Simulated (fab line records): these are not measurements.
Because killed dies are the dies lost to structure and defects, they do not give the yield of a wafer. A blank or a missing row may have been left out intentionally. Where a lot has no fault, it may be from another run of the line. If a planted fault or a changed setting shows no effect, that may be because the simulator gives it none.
Comparing a struck lot with a sound one ; flow sky130 ; 17 steps out of a route of 708
Sound: the wafers L742.4, L742.5, L742.6. Struck: wafer L752.1 (left out: L752.6, a lot-mate that was not struck); the cause follows at the end.
At each step with rows: each side's tool, then ch and its chambers, then its first start. Under that, the readings that differ: sound wafers ; struck wafers ; difference of the means ; sigmas: that difference in standard deviations of wafers without a fault.
alike: readings with means less than 2 such deviations apart, plus words and numbers identical on both sides. not compared: withheld readings, readings lacking a value on some wafer, bounds such as >300 that could conceal the same value, and numbers that have no deviation in the record and whose values overlap.
A row with sigmas, a row that says differs or no value, or rows on one side alone: a step with any of these is where the two part. Numbers that don't overlap but have no deviation are shown without sigmas and don't part them. Lack of a reading on every wafer of one side parts them only where that side has two or more wafers.

first, 2 steps without rows for these wafers: SKY_CONTACT_PEB_12; SKY_CONTACT_DEVELOP_13 (develop time 60 s).
SKY_CONTACT_CD_MEAS_14: target cd 170 nm.
  sound on cd sem-02 at day 33 14:23; struck on cd sem-02 at day 36 18:31
  alike: cd nm
SKY_CONTACT_OVL_MEAS_15:
  sound on overlay-01 at day 33 14:28; struck on overlay-02 at day 36 18:38
reading;sound;struck;difference;sigmas
CONTACT_OVL (nm);2 3 3;-9;-12;-2
SKY_CONTACT_ETCH_16: etches BARC in N2/H2, stops on SiO2, time 45.9 s, target depth 60 nm.
  sound on rie diel-02 ch 0,1,3, day 33 14:29; struck on rie diel-03 ch 1, day 36 18:41
  alike: drypump motor current A, n2 flow sccm, oes product au, throttle valve pct
  not compared: rf hours counter h
SKY_CONTACT_ETCH_17: etches SiO2 in C4F8/O2/Ar, stops on Si3N4, target depth 340 nm.
  sound on rie diel-02 ch 0,1,3, day 33 14:31; struck on rie diel-03 ch 1, day 36 18:43
  alike: oes product au
then, 1 step without rows for these wafers: SKY_CONTACT_ETCH_18 (etches Si3N4 in CHF3/O2, stops on TiN, time 39 s, target depth 75 nm).
SKY_CONTACT_STRIP_19: strips in O2/N2.
  sound on plasma asher-04 ch 0,1, day 33 14:38; struck on plasma asher-04 ch 1, day 36 18:49
reading;sound;struck;difference;sigmas
rf hours counter h (h);- - -;106;no value on the sound wafers;
  alike: drypump motor current A, n2 flow sccm, oes product au, strip time to endpoint s
then, 3 steps without rows for these wafers: SKY_CONTACT_STRIP_20 (strips in post etch residue remover, time 1200 s); SKY_CONTACT_CLEAN_21 (cleans in IPA, time 180 s); SKY_CONTACT_CLEAN_22 (cleans in O3/DIW).
SKY_CONTACT_SPUTTER_23: material TiN, target thk 20 nm, time 80 s.
  sound on pvd sputter-03 at day 33 15:13; struck on pvd sputter-01 at day 36 19:26
  alike: throttle valve pct
SKY_CONTACT_CVD_24: deposits W, target thk 340 nm, time 102.12 s.
  sound on cvd w-02 ch 0,1, day 33 15:19; struck on cvd w-01 ch 0, day 36 19:30
reading;sound;struck;difference;sigmas
since wet clean h (h);- - -;456;no value on the sound wafers;
model.W_of_CONTACT_CVD_24.thk nm (nm);332.7 334.4 334.9;322.4;-11.6;
  alike: heater power w
SKY_CONTACT_RS_MEAS_25: the measuring method here is four-point-probe.
  sound on film metro-01 at day 33 15:27; struck on film metro-01 at day 36 19:43
reading;sound;struck;difference;sigmas
CONTACT_W_RS (ohm/sq);0.345 0.344 0.344;0.357;+0.013;+3
SKY_CONTACT_THK_MEAS_26: measures by xrf.
  sound on film metro-01 at day 33 15:32; struck on film metro-01 at day 36 19:50
reading;sound;struck;difference;sigmas
CONTACT_W_THK (nm);340 340 341;326;-14;-3
SKY_CONTACT_CMP_27: polishes, stops on SiO2, t overpolish 15 s, target thk 0 nm.
  sound on cmp-01 ch 0,1,2, day 33 15:43; struck on cmp-02 ch 0, day 36 19:57
  alike: motor current A, overpolish run s, retaining ring pressure frac, slurry flow ml min, time to endpoint s
-- the record jumps here: 13 days lie between the struck wafers' starts before and after (it left off in module CONTACT and takes up again in module PAD_OPEN, whose first step shown is number 708 of the route) --
SKY_PAD_OPEN_PROBE_99:
  record: rows for the struck wafers here (prober-01, day 49 10:59), none for the sound ones

== WHERE THEY PART ==
Last at SKY_PAD_OPEN_PROBE_99 as far as this record goes, first at SKY_CONTACT_OVL_MEAS_15.

WHY: what had been put in by the simulator
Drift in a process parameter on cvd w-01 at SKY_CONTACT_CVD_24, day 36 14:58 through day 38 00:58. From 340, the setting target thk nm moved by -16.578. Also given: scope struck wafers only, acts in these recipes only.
